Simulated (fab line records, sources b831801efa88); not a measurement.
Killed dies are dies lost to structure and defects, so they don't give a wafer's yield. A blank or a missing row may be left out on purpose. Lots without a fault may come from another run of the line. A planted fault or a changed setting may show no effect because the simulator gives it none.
fab line records | flow sky130
record lots=24 wafers=72 last_day=50
route steps=708 shown VIA2@521 VIA4@641 METAL5@663
lots that met no fault: from a run of the same line without faults
start_h: hours from the record's first day to the start of the lot's first wafer shown | wait_h: hours since the lot's step before | " the same as in the row above | L1.1+2: a row that stands for several wafers | - no value, or no start given | * or withheld: withheld | < > ~ a bound
route shown NAME@n: a module of which the file shows steps, and the number in the route of the first | usual: mean/standard deviation of fault-free wafers | same: alike in all rows | chamber/n: place in a boat | sites: the reading at each site | _std_site: their standard deviation | _edge_site: outer sites' mean less inner sites' | radius_mm: how far each site lies from the wafer's centre | mask NAME#n: copy n | behind: the tool/chamber that last shaped the wafer | hold: why the lot was held/for how many hours/how that ended | device: the transistor (n, p or np) that didn't switch | end of line: the same wafers' tests at the end of the route | a step without rows: its recipe alone | killed: dies lost to structure and defects at the first sort, not the wafer's yield | map: a wafer's dies, x killed, . not, _ none there
set.NAME: the setting as run; set.NAME@STEP: as run at that earlier step | model.NAME: the simulator's own value behind a step, which no gauge read
steps of the route over a sample of lots; a table a step, a row a wafer
services: from which hour (start_h, from the record's first day; less than 0 if before it) a tool's chamber was out of use, for how many hours, and why
## steps
# step SKY_VIA2_ETCH_14
# recipe chemistry=N2/H2 target=BARC ion_energy_ev=200 source_w=500 bias_w=100 pressure_mtorr=30 n2_flow_sccm=100 h2_flow_sccm=200 stop_on=SiO2 time_s=45.9 target_depth_a=600
# usual drypump_motor_current_A=5.8/0.44 oes_product_au=0.854/0.0045 throttle_valve_pct=13.225/0.0087
# columns lot.wafer tool chamber start_h wait_h drypump_motor_current_A oes_product_au rf_hours_counter_h throttle_valve_pct
L074.2 rie_diel-03 0 836.97 0.0 6.0 0.853 3 13.227
L074.5 " 3 " " 5.7 0.844 - 13.230
L074.6 " 0 " " 6.0 0.856 - 13.223
L075.2 rie_diel-02 2 845.07 0.0 6.6 0.857 14 13.241
L075.4 " 0 " " 5.5 0.848 23 13.229
L075.6 " 3 " " 5.6 0.852 - 13.227
L076.1 rie_diel-03 0 853.43 0.0 6.0 0.851 4 13.226
L076.2 " 2 " " 5.7 0.862 5 13.212
L076.3 " 1 " " 5.5 0.853 8 13.220
L077.1 rie_diel-03 3 859.52 0.0 5.8 0.856 14 13.210
L077.2 " 0 " " 6.0 0.852 4 13.233
L077.4 " 1 " " 5.5 0.854 8 13.239
L078.1 rie_diel-04 0 885.25 0.0 6.3 0.858 25 13.222
L078.4 " 2 " " 6.2 0.855 4 13.227
L078.6 " 0 " " 6.3 0.854 - 13.230
L079.1 rie_diel-02 0 893.65 0.0 5.5 0.854 25 13.218
L079.2 " 2 " " 6.6 0.852 16 13.244
L079.6 " 2 " " 6.6 0.852 - 13.222
L080.1 rie_diel-03 2 898.57 0.0 5.7 0.859 6 13.240
L080.3 " 0 " " 6.1 0.856 5 13.232
L080.5 " 2 " " 5.7 0.845 - 13.224
L081.2 rie_diel-04 2 899.15 0.0 6.2 0.857 4 13.222
L081.5 " 1 " " 4.7 0.848 - 13.226
L081.6 " 2 " " 6.2 0.850 - 13.217
L082.1 rie_diel-02 2 904.15 0.0 6.6 0.856 16 13.214
L082.2 " 3 " " 5.6 0.847 23 13.230
L082.5 " 3 " " 5.6 0.852 - 13.210
L083.2 rie_diel-02 0 913.57 0.0 5.5 0.852 26 13.227
L083.3 " 3 " " 5.6 0.848 23 13.229
L083.5 " 2 " " 6.6 0.855 - 13.232
L084.2 rie_diel-02 2 921.25 0.0 6.5 0.851 17 13.233
L084.4 " 1 " " 5.6 0.854 18 13.228
L084.6 " 2 " " 6.5 0.858 - 13.220
L085.1 rie_diel-03 1 932.67 0.0 5.5 0.858 9 13.226
L085.2 " 3 " " 5.7 0.855 16 13.242
L085.4 " 0 " " 6.0 0.853 6 13.235
L086.1 rie_diel-03 3 934.50 0.0 5.8 0.857 16 13.215
L086.2 " 2 " " 5.7 0.849 7 13.208
L086.4 " 0 " " 6.0 0.851 6 13.226
L087.1 rie_diel-04 0 938.05 0.0 6.3 0.839 27 13.222
L087.4 " 2 " " 6.2 0.846 6 13.220
L087.5 " 2 " " 6.2 0.853 - 13.242
L088.1 rie_diel-04 3 945.40 0.0 5.8 0.849 15 13.222
L088.3 " 1 " " 4.7 0.853 19 13.228
L088.5 " 2 " " 6.2 0.856 - 13.234
L089.2 rie_diel-04 3 953.60 0.0 5.8 0.850 15 13.226
L089.3 " 1 " " 4.7 0.855 20 13.213
L089.6 " 3 " " 5.8 0.852 - 13.235
L090.4 rie_diel-02 2 957.72 0.0 6.5 0.855 18 13.227
L090.5 " 3 " " 5.6 0.855 - 13.233
L090.6 " 0 " " 5.5 0.852 - 13.207
L091.1 rie_diel-02 0 967.55 0.0 5.5 0.849 27 13.229
L091.3 " 1 " " 5.5 0.856 20 13.221
L091.6 " 3 " " 5.5 0.853 - 13.229
L092.3 rie_diel-03 0 968.12 0.0 6.0 0.850 7 13.225
L092.5 " 0 " " 6.0 0.846 - 13.226
L092.6 " 1 " " 5.5 0.854 - 13.200
L094.1 rie_diel-02 1 983.00 0.0 5.6 0.854 20 13.225
L094.2 " 2 " " 6.5 0.854 19 13.220
L094.4 " 0 " " 5.5 0.856 28 13.219
L093.1 rie_diel-03 2 992.62 0.0 5.7 0.850 9 13.211
L093.4 " 1 " " 5.5 0.855 11 13.225
L093.5 " 2 " " 5.7 0.849 - 13.230
L095.1 rie_diel-02 0 1004.66 0.0 5.5 0.849 29 13.230
L095.4 " 1 " " 5.6 0.855 21 13.207
L095.5 " 0 " " 5.5 0.852 - 13.212
L097.1 rie_diel-03 1 1009.50 0.0 5.5 0.855 12 13.216
L097.4 " 2 " " 5.7 0.858 - 13.218
L097.5 " 1 " " 5.5 0.852 - 13.217
L096.2 rie_diel-04 0 1010.20 0.0 6.4 0.857 1 13.236
L096.5 " 3 " " 5.8 0.861 - 13.220
L096.6 " 0 " " 6.4 0.853 - 13.221
# step SKY_VIA4_CMP_02
# recipe material=SiO2 down_force_psi=4 platen_rpm=60 pad_velocity_m_s=0.94248
# usual motor_current_A=12.6/1
# columns lot.wafer tool chamber start_h wait_h motor_current_A
L074.2 cmp-02 1 969.59 0.2 13.4
L074.5 " 3 " " 10.7
L074.6 " 0 " " 12.6
L075.2 cmp-02 2 976.43 0.0 13.2
L075.4 " 1 " " 12.6
L075.6 " 3 " " 10.8
L076.3 cmp-02 2 985.75 0.0 12.1
L076.2 " 0 " " 12.5
L076.1 " 1 " " 12.3
L077.4 cmp-02 3 992.27 0.1 11.5
L077.1 " 0 " " 12.6
L077.2 " 1 " " 13.8
L078.1 cmp-02 3 1012.65 0.1 10.8
L078.4 " 1 " " 12.8
L078.6 " 0 " " 12.2
L079.1 cmp-02 2 1021.78 0.1 12.0
L079.2 " 0 " " 12.2
L079.6 " 2 " " 12.7
L080.3 cmp-01 1 1025.45 0.0 14.2
L080.1 " 2 " " 13.0
L080.5 " 1 " " 14.6
L081.2 cmp-02 2 1027.09 0.1 12.9
L081.5 " 0 " " 12.8
L081.6 " 1 " " 13.6
L082.2 cmp-02 0 1030.48 0.1 12.6
L082.1 " 2 " " 12.4
L082.5 " 0 " " 12.9
L083.2 cmp-02 1 1037.90 0.0 12.6
L083.3 " 3 " " 11.0
L083.5 " 2 " " 12.8
L084.2 cmp-02 0 1046.18 0.1 12.4
L084.4 " 1 " " 13.6
L084.6 " 2 " " 13.3
L085.4 cmp-01 0 1056.55 0.0 14.0
L085.1 " 1 " " 14.9
L085.2 " 2 " " 12.4
L086.1 cmp-02 1 1058.69 0.1 12.7
L086.4 " 2 " " 12.7
L086.2 " 0 " " 12.7
L087.1 cmp-02 2 1059.70 0.1 13.1
L087.4 " 3 " " 11.3
L087.5 " 1 " " 13.6
L088.3 cmp-02 1 1067.89 0.1 13.5
L088.1 " 2 " " 13.3
L088.5 " 0 " " 12.4
L089.3 cmp-01 3 1073.88 0.2 12.7
L089.2 " 0 " " 13.9
L089.6 " 2 " " 11.9
L090.4 cmp-02 2 1076.41 0.2 12.7
L090.6 " 2 " " 12.9
L090.5 " 3 " " 10.6
L091.3 cmp-02 2 1086.81 0.1 12.9
L091.1 " 0 " " 12.8
L091.6 " 2 " " 13.3
L092.3 cmp-02 2 1087.06 0.2 12.4
L092.6 " 2 " " 12.3
L092.5 " 3 " " 11.2
L094.4 cmp-02 3 1100.27 1.2 11.9
L094.2 " 1 " " 13.4
L094.1 " 2 " " 12.9
L093.1 cmp-01 0 1105.94 0.1 13.4
L093.4 " 2 " " 11.8
L093.5 " 0 " " 14.8
L095.4 cmp-02 0 1119.43 0.1 13.1
L095.1 " 2 " " 12.2
L095.5 " 3 " " 11.1
L097.4 cmp-02 3 1123.58 0.1 10.9
L097.1 " 0 " " 12.4
L097.5 " 2 " " 12.7
L096.2 cmp-02 1 1124.13 0.2 14.0
L096.5 " 2 " " 12.8
L096.6 " 3 " " 11.3
# step SKY_VIA4_STRIP_13
# recipe chemistry=O2/N2 power_w=1400 pressure_mtorr=1500 platen_temp_c=withheld o2_flow_sccm=3000 n2_flow_sccm=300 overash_fraction=0.5
# usual drypump_motor_current_A=5.3/0.35 oes_product_au=0.710/0.0045 strip_time_to_endpoint_s=12.806/0.027
# columns lot.wafer tool chamber start_h wait_h drypump_motor_current_A oes_product_au rf_hours_counter_h strip_time_to_endpoint_s
L074.2 plasma_asher-03 1 993.53 - 5.4 0.708 25 12.789
L074.5 " 0 " " 5.4 0.705 - 12.770
L074.6 " 1 " " 5.3 0.717 - 12.842
L075.2 plasma_asher-04 1 998.98 - 5.8 0.700 56 12.779
L075.4 " 1 " " 5.8 0.703 - 12.807
L075.6 " 0 " " 4.7 0.708 - 12.798
L076.1 plasma_asher-01 1 1008.46 - 5.0 0.703 125 12.841
L076.2 " 0 " " 5.6 0.706 125 12.788
L076.3 " 0 " " 5.7 0.701 - 12.825
L077.1 plasma_asher-01 1 1014.23 - 5.0 0.718 125 12.821
L077.2 " 0 " " 5.7 0.711 125 12.787
L077.4 " 0 " " 5.7 0.712 - 12.790
L078.1 plasma_asher-03 0 1034.98 - 5.4 0.711 29 12.774
L078.4 " 0 " " 5.4 0.712 - 12.819
L078.6 " 1 " " 5.3 0.710 - 12.825
L079.1 plasma_asher-03 1 1044.91 - 5.3 0.705 30 12.804
L079.2 " 0 " " 5.4 0.713 30 12.783
L079.6 " 0 " " 5.4 0.710 - 12.816
L080.1 plasma_asher-04 1 1048.02 - 5.8 0.712 61 12.756
L080.3 " 0 " " 4.7 0.715 - 12.808
L080.5 " 1 " " 5.8 0.705 - 12.824
L081.2 plasma_asher-04 1 1049.28 - 5.8 0.712 61 12.794
L081.5 " 1 " " 5.8 0.706 - 12.829
L081.6 " 0 " " 4.7 0.709 - 12.789
L082.1 plasma_asher-01 0 1052.71 - 5.6 0.708 129 12.813
L082.2 " 1 " " 5.0 0.714 129 12.833
L082.5 " 1 " " 5.0 0.705 - 12.826
L083.2 plasma_asher-04 0 1059.93 - 4.7 0.714 62 12.782
L083.3 " 0 " " 4.7 0.707 - 12.796
L083.5 " 1 " " 5.8 0.707 - 12.793
L084.2 plasma_asher-03 1 1067.96 - 5.4 0.707 32 12.837
L084.4 " 0 " " 5.4 0.711 - 12.771
L084.6 " 1 " " 5.4 0.705 - 12.773
L085.1 plasma_asher-01 1 1078.26 - 5.0 0.707 1 12.839
L085.2 " 0 " " 5.7 0.706 1 12.854
L085.4 " 1 " " 5.0 0.714 - 12.822
L086.1 plasma_asher-03 0 1079.47 - 5.4 0.714 33 12.830
L086.2 " 1 " " 5.3 0.708 33 12.838
L086.4 " 1 " " 5.3 0.713 - 12.812
L087.1 plasma_asher-04 1 1081.41 - 5.8 0.705 65 12.778
L087.4 " 0 " " 4.7 0.709 - 12.819
L087.5 " 0 " " 4.7 0.712 - 12.778
L088.1 plasma_asher-04 0 1089.01 - 4.7 0.721 65 12.758
L088.3 " 1 " " 5.8 0.700 - 12.798
L088.5 " 1 " " 5.8 0.708 - 12.821
L089.2 plasma_asher-04 0 1094.28 - 4.7 0.717 66 12.838
L089.3 " 1 " " 5.8 0.709 - 12.811
L089.6 " 0 " " 4.7 0.704 - 12.827
L090.4 plasma_asher-01 0 1096.54 - 5.6 0.709 - 12.819
L090.5 " 0 " " 5.7 0.710 - 12.780
L090.6 " 1 " " 5.0 0.711 - 12.796
L091.1 plasma_asher-01 0 1105.76 - 5.7 0.711 4 12.831
L091.3 " 1 " " 5.0 0.711 - 12.811
L091.6 " 0 " " 5.7 0.710 - 12.786
L092.3 plasma_asher-01 0 1106.51 - 5.7 0.711 - 12.797
L092.5 " 0 " " 5.7 0.710 - 12.835
L092.6 " 1 " " 5.0 0.712 - 12.787
L094.1 plasma_asher-03 1 1120.18 - 5.4 0.713 35 12.826
L094.2 " 0 " " 5.4 0.706 35 12.871
L094.4 " 0 " " 5.4 0.705 - 12.842
L093.1 plasma_asher-01 0 1125.07 - 5.7 0.705 7 12.807
L093.4 " 0 " " 5.7 0.704 - 12.799
L093.5 " 1 " " 5.0 0.719 - 12.780
L095.1 plasma_asher-03 1 1138.13 - 5.3 0.704 37 12.811
L095.4 " 1 " " 5.3 0.701 - 12.823
L095.5 " 0 " " 5.4 0.717 - 12.791
L097.1 plasma_asher-03 0 1142.27 - 5.4 0.706 37 12.812
L097.4 " 0 " " 5.4 0.712 - 12.843
L097.5 " 1 " " 5.3 0.711 - 12.814
L096.2 plasma_asher-03 0 1142.56 - 5.4 0.710 37 12.828
L096.5 " 0 " " 5.4 0.719 - 12.788
L096.6 " 1 " " 5.3 0.717 - 12.813
# step SKY_METAL5_SPUTTER_02
# recipe material=AlCu target_thk_nm=1150 power_w=10600 time_s=61.2 chamber_pressure_pa=0.4
# usual chamber_pressure_pa=0.3999/0.00078 throttle_valve_pct=29.6/0.83
# columns lot.wafer tool chamber start_h wait_h chamber_pressure_pa throttle_valve_pct
L074.2 pvd_sputter-02 - 994.87 0.0 0.4007 28.8
L074.5 " - " " 0.3999 29.4
L074.6 " - " " 0.3988 31.8
L075.2 pvd_sputter-03 - 1000.31 0.0 0.4008 29.3
L075.4 " - " " 0.4005 28.9
L075.6 " - " " 0.4008 29.8
L076.1 pvd_sputter-03 - 1009.83 0.0 0.3999 29.6
L076.2 " - " " 0.3996 29.6
L076.3 " - " " 0.3997 29.4
L077.1 pvd_sputter-01 - 1015.56 0.0 0.3995 28.2
L077.2 " - " " 0.4000 28.7
L077.4 " - " " 0.4009 28.9
L078.1 pvd_sputter-02 - 1036.31 0.0 0.3992 29.4
L078.4 " - " " 0.4000 29.8
L078.6 " - " " 0.4001 31.4
L079.1 pvd_sputter-03 - 1046.24 0.0 0.3994 29.4
L079.2 " - " " 0.3989 30.1
L079.6 " - " " 0.4003 29.9
L080.1 pvd_sputter-02 - 1049.36 0.0 0.3995 31.6
L080.3 " - " " 0.3995 29.5
L080.5 " - " " 0.3994 29.4
L081.2 pvd_sputter-02 - 1050.61 0.0 0.3995 29.4
L081.5 " - " " 0.4001 29.5
L081.6 " - " " 0.3991 28.6
L082.1 pvd_sputter-03 - 1054.04 0.0 0.4001 29.1
L082.2 " - " " 0.3996 30.0
L082.5 " - " " 0.3986 29.3
L083.2 pvd_sputter-01 - 1061.26 0.0 0.4002 29.0
L083.3 " - " " 0.3990 28.8
L083.5 " - " " 0.4012 28.9
L084.2 pvd_sputter-02 - 1069.32 0.0 0.4000 28.9
L084.4 " - " " 0.4017 31.4
L084.6 " - " " 0.3986 28.6
L085.1 pvd_sputter-03 - 1079.66 0.0 0.3991 29.2
L085.2 " - " " 0.4014 29.8
L085.4 " - " " 0.3998 29.5
L086.1 pvd_sputter-02 - 1080.92 0.0 0.4002 29.5
L086.2 " - " " 0.4012 31.5
L086.4 " - " " 0.4005 28.8
L087.1 pvd_sputter-02 - 1082.74 0.0 0.4011 31.8
L087.4 " - " " 0.3999 29.4
L087.5 " - " " 0.4008 29.3
L088.1 pvd_sputter-03 - 1090.34 0.0 0.3991 29.2
L088.3 " - " " 0.3983 29.6
L088.5 " - " " 0.3992 29.1
L089.2 pvd_sputter-02 - 1095.90 0.0 0.3992 31.6
L089.3 " - " " 0.4003 29.4
L089.6 " - " " 0.3992 31.6
L090.4 pvd_sputter-01 - 1099.42 0.0 0.3998 30.0
L090.5 " - " " 0.3999 29.1
L090.6 " - " " 0.4005 28.1
L091.1 pvd_sputter-02 - 1107.10 0.0 0.3999 28.9
L091.3 " - " " 0.3999 31.5
L091.6 " - " " 0.3991 31.5
L092.3 pvd_sputter-01 - 1107.81 0.0 0.3992 29.1
L092.5 " - " " 0.4006 29.9
L092.6 " - " " 0.3994 29.3
L094.1 pvd_sputter-03 - 1121.51 0.0 0.4012 29.3
L094.2 " - " " 0.3983 29.3
L094.4 " - " " 0.4007 29.9
L093.1 pvd_sputter-03 - 1126.55 0.0 0.3999 29.9
L093.4 " - " " 0.3996 29.4
L093.5 " - " " 0.4006 30.0
L095.1 pvd_sputter-02 - 1139.80 0.0 0.4003 31.4
L095.4 " - " " 0.4000 29.2
L095.5 " - " " 0.4002 28.6
L097.1 pvd_sputter-01 - 1143.65 0.0 0.4000 29.3
L097.4 " - " " 0.3991 29.8
L097.5 " - " " 0.4002 28.5
L096.2 pvd_sputter-02 - 1143.95 0.0 0.4004 31.3
L096.5 " - " " 0.3998 28.9
L096.6 " - " " 0.3992 29.5
# step SKY_METAL5_DESCUM_14
# recipe chemistry=O2 source_power_w=150 bias_power_w=0 pressure_mtorr=10 temp_c=40 time_s=11
# usual drypump_motor_current_A=6.1/0.43 oes_product_au=0.992/0.0099
# columns lot.wafer tool chamber start_h wait_h drypump_motor_current_A oes_product_au rf_hours_counter_h
L074.2 rie_metal-01 1 1017.27 0.1 6.5 0.974 16
L074.5 " 1 " " 6.5 0.992 -
L074.6 " 0 " " 6.3 0.994 -
L075.2 rie_metal-03 1 1022.32 0.1 6.2 0.987 10
L075.4 " 0 " " 5.5 0.999 -
L075.6 " 1 " " 6.2 0.984 -
L076.1 rie_metal-03 1 1031.57 0.1 6.2 0.985 11
L076.2 " 0 " " 5.6 1.000 15
L076.3 " 1 " " 6.2 0.980 -
L077.1 rie_metal-04 0 1037.64 0.1 5.0 0.988 8
L077.2 " 1 " " 6.1 0.989 20
L077.4 " 1 " " 6.0 0.995 -
L078.1 rie_metal-03 0 1058.27 0.1 5.5 1.005 17
L078.4 " 0 " " 5.5 1.006 -
L078.6 " 0 " " 5.5 1.006 -
L079.1 rie_metal-01 0 1067.64 0.1 6.4 0.989 13
L079.2 " 1 " " 6.5 0.984 20
L079.6 " 1 " " 6.5 0.985 -
L080.1 rie_metal-03 0 1070.70 0.1 5.6 1.021 18
L080.3 " 1 " " 6.2 0.998 -
L080.5 " 1 " " 6.2 1.000 -
L081.2 rie_metal-01 1 1071.42 0.1 6.5 0.991 20
L081.5 " 0 " " 6.3 0.995 -
L081.6 " 1 " " 6.5 0.986 -
L082.1 rie_metal-04 0 1075.20 0.1 5.0 0.982 10
L082.2 " 1 " " 6.1 0.985 21
L082.5 " 1 " " 6.1 0.991 -
L083.2 rie_metal-01 1 1082.37 0.1 6.5 0.987 21
L083.3 " 0 " " 6.3 0.997 -
L083.5 " 0 " " 6.3 0.982 -
L084.2 rie_metal-03 1 1089.73 0.1 6.2 0.999 -
L084.4 " 1 " " 6.2 0.999 -
L084.6 " 1 " " 6.2 0.990 -
L085.1 rie_metal-03 1 1099.35 0.1 6.2 0.984 17
L085.2 " 1 " " 6.2 0.982 -
L085.4 " 1 " " 6.2 0.982 -
L086.1 rie_metal-01 1 1101.37 0.1 6.5 0.968 23
L086.2 " 0 " " 6.4 0.987 16
L086.4 " 1 " " 6.5 0.971 -
L087.1 rie_metal-03 1 1102.32 0.1 6.2 0.993 18
L087.4 " 1 " " 6.2 0.990 -
L087.5 " 1 " " 6.2 0.994 -
L088.1 rie_metal-04 0 1109.50 0.1 5.0 0.978 12
L088.3 " 1 " " 6.1 0.988 -
L088.5 " 0 " " 5.0 0.987 -
L089.2 rie_metal-03 1 1115.65 0.1 6.2 1.001 19
L089.3 " 1 " " 6.2 0.988 -
L089.6 " 1 " " 6.2 0.976 -
L090.4 rie_metal-01 1 1119.75 0.1 6.5 0.995 -
L090.5 " 1 " " 6.5 0.988 -
L090.6 " 0 " " 6.4 1.008 -
L091.1 rie_metal-01 0 1126.94 0.1 6.3 0.996 18
L091.3 " 0 " " 6.3 0.999 -
L091.6 " 0 " " 6.3 0.998 -
L092.3 rie_metal-04 1 1127.01 0.1 6.0 0.994 -
L092.5 " 0 " " 5.0 0.996 -
L092.6 " 1 " " 6.1 0.979 -
L094.1 rie_metal-01 0 1140.34 0.1 6.3 0.995 19
L094.2 " 1 " " 6.5 0.987 26
L094.4 " 0 " " 6.3 0.991 -
L093.1 rie_metal-01 0 1145.89 0.1 6.4 0.987 20
L093.4 " 1 " " 6.5 0.992 -
L093.5 " 1 " " 6.5 0.980 -
L095.1 rie_metal-03 1 1157.39 0.1 6.2 0.994 23
L095.4 " 1 " " 6.2 0.978 -
L095.5 " 0 " " 5.6 1.013 -
L097.1 rie_metal-03 0 1160.87 0.1 5.5 0.999 23
L097.4 " 1 " " 6.2 0.990 -
L097.5 " 0 " " 5.5 1.005 -
L096.2 rie_metal-03 0 1161.14 0.1 5.6 1.003 23
L096.5 " 1 " " 6.2 1.004 -
L096.6 " 0 " " 5.5 1.009 -
# step SKY_METAL5_METAL_ETCH_15
# recipe target_depth_a=12600 stop_on=SiO2 over_etch_frac=0.2 time_s=252 chemistry=Cl2/BCl3 resist_sidewall_deg=86 pressure_mtorr=10 icp_w=900 bias_w=48.5 Cl2_flow_sccm=60 bcl3_flow_sccm=30
# usual drypump_motor_current_A=6.1/0.43 oes_product_au=0.894/0.005 throttle_valve_pct=22.264/0.0094
# columns lot.wafer tool chamber start_h wait_h drypump_motor_current_A oes_product_au rf_hours_counter_h throttle_valve_pct
L074.2 rie_metal-01 1 1017.31 0.0 6.5 0.894 16 22.265
L074.5 " 1 " " 6.5 0.896 - 22.265
L074.6 " 0 " " 6.3 0.887 - 22.257
L075.2 rie_metal-03 1 1022.36 0.0 6.2 0.894 10 22.277
L075.4 " 0 " " 5.5 0.897 - 22.254
L075.6 " 1 " " 6.2 0.892 - 22.254
L076.1 rie_metal-03 1 1031.61 0.0 6.2 0.893 11 22.254
L076.2 " 0 " " 5.6 0.896 15 22.259
L076.3 " 1 " " 6.2 0.907 - 22.278
L077.1 rie_metal-04 0 1037.68 0.0 5.0 0.901 9 22.248
L077.2 " 1 " " 6.1 0.895 20 22.264
L077.4 " 1 " " 6.1 0.893 - 22.253
L078.1 rie_metal-03 0 1058.31 0.0 5.5 0.892 17 22.260
L078.4 " 0 " " 5.5 0.887 - 22.246
L078.6 " 0 " " 5.5 0.895 - 22.259
L079.1 rie_metal-01 0 1067.68 0.0 6.3 0.892 13 22.254
L079.2 " 1 " " 6.5 0.891 20 22.261
L079.6 " 1 " " 6.5 0.891 - 22.265
L080.1 rie_metal-03 0 1070.73 0.0 5.5 0.890 18 22.255
L080.3 " 1 " " 6.2 0.904 - 22.259
L080.5 " 1 " " 6.2 0.891 - 22.272
L081.2 rie_metal-01 1 1071.46 0.0 6.5 0.893 20 22.259
L081.5 " 0 " " 6.4 0.891 - 22.269
L081.6 " 1 " " 6.5 0.897 - 22.260
L082.1 rie_metal-04 0 1075.23 0.0 5.0 0.905 10 22.274
L082.2 " 1 " " 6.0 0.893 21 22.262
L082.5 " 1 " " 6.1 0.894 - 22.246
L083.2 rie_metal-01 1 1082.41 0.0 6.5 0.890 21 22.256
L083.3 " 0 " " 6.3 0.883 - 22.267
L083.5 " 0 " " 6.3 0.889 - 22.268
L084.2 rie_metal-03 1 1089.87 0.1 6.2 0.893 - 22.277
L084.4 " 1 " " 6.2 0.889 - 22.281
L084.6 " 1 " " 6.2 0.899 - 22.255
L085.1 rie_metal-03 1 1099.42 0.1 6.2 0.891 17 22.276
L085.2 " 1 " " 6.2 0.895 - 22.265
L085.4 " 1 " " 6.2 0.891 - 22.265
L086.1 rie_metal-01 1 1101.41 0.0 6.5 0.888 23 22.267
L086.2 " 0 " " 6.3 0.898 16 22.272
L086.4 " 1 " " 6.5 0.894 - 22.278
L087.1 rie_metal-03 1 1102.39 0.1 6.2 0.878 18 22.274
L087.4 " 1 " " 6.2 0.890 - 22.262
L087.5 " 1 " " 6.2 0.893 - 22.261
L088.1 rie_metal-04 0 1109.53 0.0 5.0 0.901 12 22.257
L088.3 " 1 " " 6.0 0.898 - 22.267
L088.5 " 0 " " 5.0 0.892 - 22.271
L089.2 rie_metal-03 1 1115.68 0.0 6.2 0.893 19 22.274
L089.3 " 1 " " 6.1 0.899 - 22.256
L089.6 " 1 " " 6.2 0.890 - 22.265
L090.4 rie_metal-01 1 1119.85 0.1 6.5 0.887 - 22.272
L090.5 " 1 " " 6.5 0.895 - 22.273
L090.6 " 0 " " 6.4 0.892 - 22.274
L091.1 rie_metal-01 0 1126.98 0.0 6.4 0.894 18 22.271
L091.3 " 0 " " 6.3 0.896 - 22.263
L091.6 " 0 " " 6.3 0.893 - 22.254
L092.3 rie_metal-04 1 1127.11 0.1 6.1 0.884 - 22.263
L092.5 " 0 " " 5.0 0.882 - 22.255
L092.6 " 1 " " 6.0 0.894 - 22.281
L094.1 rie_metal-01 0 1140.38 0.0 6.3 0.898 19 22.275
L094.2 " 1 " " 6.5 0.898 26 22.267
L094.4 " 0 " " 6.3 0.899 - 22.256
L093.1 rie_metal-01 0 1145.93 0.0 6.4 0.888 20 22.268
L093.4 " 1 " " 6.5 0.889 - 22.267
L093.5 " 1 " " 6.5 0.890 - 22.255
L095.1 rie_metal-03 1 1157.43 0.0 6.2 0.900 23 22.255
L095.4 " 1 " " 6.2 0.896 - 22.274
L095.5 " 0 " " 5.6 0.896 - 22.272
L097.1 rie_metal-03 0 1160.91 0.0 5.5 0.894 23 22.251
L097.4 " 1 " " 6.2 0.902 - 22.254
L097.5 " 0 " " 5.5 0.892 - 22.261
L096.2 rie_metal-03 0 1161.18 0.0 5.5 0.890 23 22.244
L096.5 " 1 " " 6.2 0.888 - 22.258
L096.6 " 0 " " 5.5 0.894 - 22.278
## services
# columns tool chamber start_h hours kind
cmp-02 - 818.48 1.7 repair
plasma_asher-03 - 855.42 2.8 pm
rie_diel-03 2 865.34 3.5 repair
cmp-02 - 865.42 4.4 repair
rie_diel-02 - 868.98 2.8 pm
rie_diel-02 3 872.00 12.6 repair
cmp-02 - 874.84 6.2 pm
rie_diel-02 2 883.21 9.7 repair
cmp-02 - 912.00 4.0 pm
cmp-02 - 919.53 13.5 pm
cmp-02 - 946.90 0.6 repair
cmp-02 - 949.29 3.5 repair
rie_metal-01 - 959.68 2.8 pm
rie_metal-03 - 983.41 4.6 repair
rie_metal-03 - 988.02 2.8 pm
pvd_sputter-02 - 997.43 3.8 repair
rie_metal-01 - 1011.82 1.4 pm
rie_metal-03 - 1027.47 0.2 repair
cmp-02 - 1072.96 3.4 repair
rie_metal-03 0 1081.81 26.4 repair
cmp-02 - 1092.98 4.6 pm
pvd_sputter-02 - 1123.89 5.4 repair
pvd_sputter-02 - 1147.35 1.1 repair
rie_metal-01 - 1151.86 14.6 pm
## key
fault none
